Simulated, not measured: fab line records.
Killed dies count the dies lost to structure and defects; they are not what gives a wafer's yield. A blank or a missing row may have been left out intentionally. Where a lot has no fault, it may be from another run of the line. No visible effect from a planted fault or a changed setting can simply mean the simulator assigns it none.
fab line records	flow sky130
record lots=5	wafers=15	lastDay=51
route steps=708 shown VIA3@587 METAL4@598 PAD_OPEN@708
lots with no fault: from the same line, run without faults
startH: hours from the record's opening day to when the first of the lot's shown wafers began	waitH: how many hours have passed since the lot's step before this one	" unchanged from the row above	L1.1+2: a row that stands for several wafers	- either no value or no given start	* or withheld: withheld	< > ~ a bound
route shown NAME@n: NAME is a module with steps in the file, n the number in the route of the first one	usual: mean and standard deviation over wafers with no fault	same: alike in all rows	chamber/n: place in a boat	sites: the reading at each site	_std_site: their standard deviation	_edge_site: outer sites' mean less inner sites'	radiusMm: how far each site lies from the wafer's centre	mask NAME#n: copy n	behind: the most recent tool/chamber to have shaped the wafer	hold: reason for holding the lot/hours on hold/outcome of the hold	device: names the non-switching transistor (n, p or np)	end of line: the same wafers' tests at the end of the route	a step with no rows: only its recipe	killed: count of dies lost to structure and defects at first sort (not the wafer's yield)	map: a wafer's dies, marking killed ones x, the rest . and places with no die _
set.NAME: the setting as run; set.NAME@STEP: as run at that earlier step	model.NAME: the simulator's own value behind a step, which no gauge read
lots at selected steps of the route; one table per step, one row per wafer
services: from which hour (startH, from the record's first day; less than 0 if before it) a tool's chamber was out of use, for how many hours, and why
## steps
# step SKY_VIA3_ETCH_14
# recipe chemistry=N2/H2	target=BARC	ionEnergyEv=200	sourceW=500	biasW=100	pressureMtorr=30	n2FlowSccm=100	h2FlowSccm=200	stopOn=SiO2	timeS=45.9	targetDepthA=600
# usual drypumpMotorCurrentA=5.9/0.55	h2FlowSccm=200.0/0.6	n2FlowSccm=99.98/0.27	oesProductAu=0.855/0.0044	throttleValvePct=13.225/0.0088
lot.wafer	tool	chamber	startH	waitH	drypumpMotorCurrentA	h2FlowSccm	n2FlowSccm	oesProductAu	rfHoursCounterH	throttleValvePct
L804.3	rieDiel-01	1	1015.88	0.0	5.7	200.7	100.06	0.859	1	13.217
L804.4	"	2	"	"	6.2	200.6	99.40	0.864	10	13.231
L804.6	"	1	"	"	5.8	201.1	100.12	0.859	-	13.256
L808.1	rieDiel-02	1	1047.14	0.0	5.7	200.0	100.10	0.848	9	13.219
L808.2	"	2	"	"	6.4	201.0	99.93	0.852	14	13.231
L808.5	"	3	"	"	5.3	200.1	99.78	0.862	-	13.235
L812.2	rieDiel-04	2	1076.89	0.0	6.5	200.9	99.82	0.854	19	13.228
L812.4	"	1	"	"	6.5	199.8	99.80	0.857	11	13.222
L812.5	"	2	"	"	6.5	200.0	99.72	0.854	-	13.230
L814.1	rieDiel-01	0	1089.09	0.0	5.8	199.0	99.92	0.862	19	13.219
L814.5	"	3	"	"	6.3	199.6	99.84	0.851	-	13.220
L814.6	"	2	"	"	6.2	199.8	100.23	0.855	-	13.220
L820.1	rieDiel-02	3	1106.98	0.0	5.4	200.1	100.52	0.854	18	13.229
L820.4	"	0	"	"	5.3	199.4	100.68	0.847	19	13.237
L820.6	"	1	"	"	5.6	200.3	99.93	0.853	-	13.231
# step SKY_VIA3_ETCH_15
# recipe target=SiO2	chemistry=C4F8/O2/Ar	targetDepthNm=507	stopOn=TiN	maskMaterial=KrF-thick	sourceW=1500	biasW=1200	pressureMtorr=40	c4f8FlowSccm=withheld	O2_flow_sccm=6	Ar_flow_sccm=300	timeS=78
# step SKY_VIA3_STRIP_16
# recipe chemistry=O2/N2	powerW=1400	pressureMtorr=1500	platenTempC=withheld	o2FlowSccm=3000	n2FlowSccm=300	overashFraction=0.5
# usual drypumpMotorCurrentA=5.9/0.54	n2FlowSccm=300.0/0.88	oesProductAu=0.401/0.005	stripTimeToEndpointS=4.128/0.029
lot.wafer	tool	chamber	startH	waitH	drypumpMotorCurrentA	n2FlowSccm	oesProductAu	rfHoursCounterH	stripTimeToEndpointS
L804.3	plasmaAsher-04	1	1016.01	0.1	6.5	300.5	0.405	-	4.164
L804.4	"	0	"	"	5.9	301.7	0.401	-	4.151
L804.6	"	0	"	"	5.9	300.7	0.402	-	4.180
L808.1	plasmaAsher-04	0	1047.24	0.0	5.9	299.9	0.400	121	4.126
L808.2	"	1	"	"	6.5	300.6	0.396	121	4.135
L808.5	"	0	"	"	5.9	300.9	0.403	-	4.141
L812.2	plasmaAsher-04	1	1076.99	0.0	6.5	300.2	0.401	1	4.148
L812.4	"	1	"	"	6.5	299.7	0.402	-	4.169
L812.5	"	1	"	"	6.5	300.7	0.400	-	4.158
L814.1	plasmaAsher-01	1	1089.19	0.0	6.2	298.1	0.394	69	4.122
L814.5	"	1	"	"	6.2	300.5	0.406	-	4.153
L814.6	"	0	"	"	5.4	299.9	0.393	-	4.124
L820.1	plasmaAsher-01	1	1107.08	0.0	6.2	298.1	0.395	71	4.126
L820.4	"	1	"	"	6.2	298.8	0.401	-	4.110
L820.6	"	1	"	"	6.2	299.3	0.392	-	4.133
# step SKY_VIA3_STRIP_17
# recipe chemistry=postEtchResidueRemover	timeS=1200	tempC=72.5
# step SKY_VIA3_CLEAN_18
# recipe chemistry=IPA	timeS=180	tempC=25
# step SKY_VIA3_CLEAN_19
# recipe chemistry=O3/DIW	dry=n2Spin
# step SKY_VIA3_SPUTTER_20
# recipe material=TiN	targetThkNm=20	chamberPressurePa=5	powerW=4000	timeS=80
# usual cathodeDcPowerW=4000.0/0.74	throttleValvePct=29.4/0.87
lot.wafer	tool	chamber	startH	waitH	cathodeDcPowerW	throttleValvePct
L804.3	pvdSputter-04	-	1016.57	0.0	4000.4	29.0
L804.4	"	-	"	"	4000.2	29.9
L804.6	"	-	"	"	3999.4	30.7
L808.1	pvdSputter-03	-	1047.84	0.0	4000.6	28.0
L808.2	"	-	"	"	3999.9	28.1
L808.5	"	-	"	"	4000.0	29.7
L812.2	pvdSputter-03	-	1077.58	0.0	4000.3	29.9
L812.4	"	-	"	"	4000.1	28.2
L812.5	"	-	"	"	3999.7	27.8
L814.1	pvdSputter-03	-	1089.78	0.0	3999.9	30.1
L814.5	"	-	"	"	3998.1	29.8
L814.6	"	-	"	"	4001.1	27.8
L820.1	pvdSputter-04	-	1107.72	0.0	3999.9	30.0
L820.4	"	-	"	"	4000.3	28.6
L820.6	"	-	"	"	3999.7	29.9
# step SKY_VIA3_CVD_21
# recipe material=W	targetThkNm=390	timeS=117.31	tempC=400	pressureTorr=40
# step SKY_VIA3_RS_MEAS_22
# recipe thkMeasGauge=four-point-probe	reads=W_of_VIA3_CVD_21+TiN_of_VIA3_SPUTTER_20
# usual VIA3_W_RS=0.2933/0.0027
lot.wafer	tool	chamber	startH	waitH	VIA3_W_RS[ohm/sq]
L804.3	filmMetro-02	-	1016.79	0.1	0.2920
L804.4	"	-	"	"	0.2925
L804.6	"	-	"	"	0.2919
L808.1	filmMetro-03	-	1048.03	0.1	0.2908
L808.2	"	-	"	"	0.2933
L808.5	"	-	"	"	0.2886
L812.2	filmMetro-03	-	1077.79	0.1	0.2972
L812.4	"	-	"	"	0.2957
L812.5	"	-	"	"	0.2961
L814.1	filmMetro-01	-	1090.09	0.2	0.2907
L814.5	"	-	"	"	0.2948
L814.6	"	-	"	"	0.2951
L820.1	filmMetro-01	-	1107.90	0.1	0.2936
L820.4	"	-	"	"	0.2950
L820.6	"	-	"	"	0.2933
# step SKY_VIA3_THK_MEAS_23
# recipe thkMeasGauge=xrf	reads=W_of_VIA3_CVD_21
# usual VIA3_W_THK=404/5.8
lot.wafer	tool	chamber	startH	waitH	VIA3_W_THK[nm]
L804.3	filmMetro-02	-	1016.89	0.1	408
L804.4	"	-	"	"	407
L804.6	"	-	"	"	409
L808.1	filmMetro-03	-	1048.15	0.1	400
L808.2	"	-	"	"	397
L808.5	"	-	"	"	403
L812.2	filmMetro-03	-	1077.90	0.1	396
L812.4	"	-	"	"	400
L812.5	"	-	"	"	398
L814.1	filmMetro-01	-	1090.21	0.1	413
L814.5	"	-	"	"	407
L814.6	"	-	"	"	407
L820.1	filmMetro-01	-	1108.02	0.1	409
L820.4	"	-	"	"	405
L820.6	"	-	"	"	405
# step SKY_VIA3_CMP_24
# recipe stopOn=SiO2	tOverpolishS=20	downForcePsi=3.5	platenRpm=60	targetThkNm=0	padVelocityMS=0.94248
# step SKY_METAL4_SPUTTER_00
# recipe material=Ti	targetThkNm=15	powerW=3000	timeS=10	chamberPressurePa=0.4
# usual cathodeDcPowerW=2999.9/0.57	throttleValvePct=30.2/1.2
lot.wafer	tool	chamber	startH	waitH	cathodeDcPowerW	throttleValvePct
L804.3	pvdSputter-01	-	1017.27	0.1	2999.8	31.3
L804.4	"	-	"	"	3001.7	31.3
L804.6	"	-	"	"	2999.5	31.2
L808.1	pvdSputter-01	-	1048.51	0.1	3000.2	31.3
L808.2	"	-	"	"	3000.4	31.1
L808.5	"	-	"	"	3000.4	31.3
L812.2	pvdSputter-01	-	1078.29	0.2	3000.3	31.0
L812.4	"	-	"	"	2999.7	31.2
L812.5	"	-	"	"	2998.9	31.2
L814.1	pvdSputter-03	-	1090.66	0.2	2999.1	28.1
L814.5	"	-	"	"	3000.5	30.0
L814.6	"	-	"	"	3000.4	30.0
L820.1	pvdSputter-02	-	1108.38	0.1	3000.0	29.3
L820.4	"	-	"	"	3000.2	29.8
L820.6	"	-	"	"	3000.3	30.0
# step SKY_METAL4_SPUTTER_01
# recipe material=TiN	targetThkNm=20	powerW=6500	timeS=16.7	chamberPressurePa=0.4
# usual cathodeDcPowerW=6500.1/1.3	throttleValvePct=30.2/1.2
lot.wafer	tool	chamber	startH	waitH	cathodeDcPowerW	throttleValvePct	model.TiN_of_METAL4_SPUTTER_01.thkNm
L804.3	pvdSputter-01	-	1017.29	0.0	6499.4	31.3	20.19
L804.4	"	-	"	"	6499.0	31.1	20.43
L804.6	"	-	"	"	6499.9	31.1	20.48
L808.1	pvdSputter-01	-	1048.53	0.0	6499.6	31.0	20.44
L808.2	"	-	"	"	6500.4	30.9	20.52
L808.5	"	-	"	"	6501.1	31.2	20.48
L812.2	pvdSputter-01	-	1078.31	0.0	6500.4	30.9	19.49
L812.4	"	-	"	"	6499.5	31.1	20.38
L812.5	"	-	"	"	6501.6	30.9	20.54
L814.1	pvdSputter-03	-	1090.68	0.0	6499.8	28.2	20.29
L814.5	"	-	"	"	6498.7	29.7	20.19
L814.6	"	-	"	"	6501.6	30.2	20.24
L820.1	pvdSputter-02	-	1108.40	0.0	6501.0	29.7	20.58
L820.4	"	-	"	"	6499.9	29.8	20.02
L820.6	"	-	"	"	6500.2	29.8	20.15
# step SKY_METAL4_SPUTTER_02
# recipe material=AlCu	targetThkNm=735	powerW=10600	timeS=39.1	chamberPressurePa=0.4
# usual cathodeDcPowerW=10600/2	throttleValvePct=30.2/1.2
lot.wafer	tool	chamber	startH	waitH	cathodeDcPowerW	throttleValvePct
L804.3	pvdSputter-01	-	1017.32	0.0	10599	31.1
L804.4	"	-	"	"	10600	30.7
L804.6	"	-	"	"	10601	31.2
L808.1	pvdSputter-01	-	1048.56	0.0	10599	31.2
L808.2	"	-	"	"	10602	31.0
L808.5	"	-	"	"	10599	31.3
L812.2	pvdSputter-01	-	1078.33	0.0	10600	31.0
L812.4	"	-	"	"	10599	31.2
L812.5	"	-	"	"	10601	31.3
L814.1	pvdSputter-03	-	1090.71	0.0	10597	28.1
L814.5	"	-	"	"	10601	29.5
L814.6	"	-	"	"	10602	30.0
L820.1	pvdSputter-02	-	1108.43	0.0	10601	29.5
L820.4	"	-	"	"	10599	30.1
L820.6	"	-	"	"	10599	29.9
# step SKY_PAD_OPEN_PROBE_99
# usual defectLimitedYield=82.6/1.7	killed_at_M0_to_M3=43/7	killed_at_M4_up=3.1/1.5	killedAtContacts=23/4.9	killedAtFrontEnd=16/3.9	killedAtOther=0.3/0.52	killedDies=86/8.2	killedOpen=47/6.1	killedShort=38/5.8	sort_bin_3_pad_short=0.8/0.41	sort_bin_5_function=10.2/1.3	sort_bin_6_memory=6.4/1.1	sortNPass=406/8.2	sortYieldPct=82.6/1.7
# same grossDies=492	killedAtBackSide=0	sort_bin_4_leakage[%]=0	sort_bin_8_speed[%]=0
lot.wafer	tool	chamber	startH	waitH	defectLimitedYield[%]	killed_at_M0_to_M3	killed_at_M4_up	killedAtContacts	killedAtFrontEnd	killedAtOther	killedDies	killedOpen	killedShort	sort_bin_3_pad_short[%]	sort_bin_5_function[%]	sort_bin_6_memory[%]	sortNPass	sortYieldPct[%]
L804.3	prober-01	-	1153.24	0.2	80.1	46	5	23	23	1	98	47	50	0.8	12.0	7.1	394	80.1
L804.4	prober-01	-	1153.29	0.2	87.0	34	1	18	11	0	64	31	33	0.6	7.9	4.5	428	87.0
L804.6	prober-01	-	1153.39	0.2	82.9	44	3	18	19	0	84	44	40	1.0	9.1	6.9	408	82.9
# killed by level:class
L804.3 VIA1:geometricParticle:open=12 CONTACT:geometricParticle:open=9 POLY_GATE:geometricParticle:short=8 CONTACT:geometricParticle:short=7 POLY_GATE:geometricParticle:open=6 METAL1:geometricParticle:short=6 VIA1:geometricParticle:short=6 METAL2:geometricParticle:short=5
L804.4 VIA1:geometricParticle:open=7 FIELD_ISO:geometricParticle:short=5 LI_CONTACT:geometricParticle:open=5 CONTACT:geometricParticle:open=5 CONTACT:geometricParticle:short=4 METAL1:geometricParticle:short=4 VIA1:geometricParticle:short=4 METAL2:geometricParticle:short=4
L804.6 VIA1:geometricParticle:open=11 CONTACT:geometricParticle:open=10 METAL1:geometricParticle:short=7 FIELD_ISO:geometricParticle:short=6 FIELD_ISO:geometricParticle:open=5 LOCAL_INTERCONNECT:geometricParticle:short=4 VIA2:geometricParticle:short=4 VIA2:geometricParticle:open=4
## services
tool	chamber	startH	hours	kind
rieDiel-04	-	995.91	28.1	pm
rieDiel-02	1	1008.17	4.5	repair
rieDiel-02	0	1019.00	6.7	repair
pvdSputter-03	-	1019.54	3.4	repair
rieDiel-02	-	1034.17	2.2	repair
pvdSputter-01	-	1037.97	3.9	repair
plasmaAsher-04	-	1055.25	9.0	pm
plasmaAsher-04	0	1055.25	9.0	ventCycle
plasmaAsher-04	1	1055.25	9.0	ventCycle
rieDiel-01	-	1055.57	2.8	pm
plasmaAsher-04	-	1057.09	1.1	repair
rieDiel-01	3	1061.10	19.4	repair
plasmaAsher-04	0	1064.25	-	clean
plasmaAsher-04	1	1064.25	-	clean
rieDiel-04	1	1106.86	2.0	repair
plasmaAsher-04	-	1107.96	3.6	repair
## key
firstSign none at tools or gauges
modelEffect step=SKY_METAL4_SPUTTER_01	value=TiN_of_METAL4_SPUTTER_01.thkNm	without=20.26	struck=19.49
metAt SKY_METAL4_SPUTTER_01
struckWafers L812.2
onsetBetween 1048.53 1078.31
fault kind=processParameterDrift	tool=pvdSputter-01	chamber=-	onsetH=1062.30	steps=SKY_METAL4_SPUTTER_01	channel=timeS	offset=*	shape=step	endH=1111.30	scope=struckWafersOnly	actsIn=*	stated=*
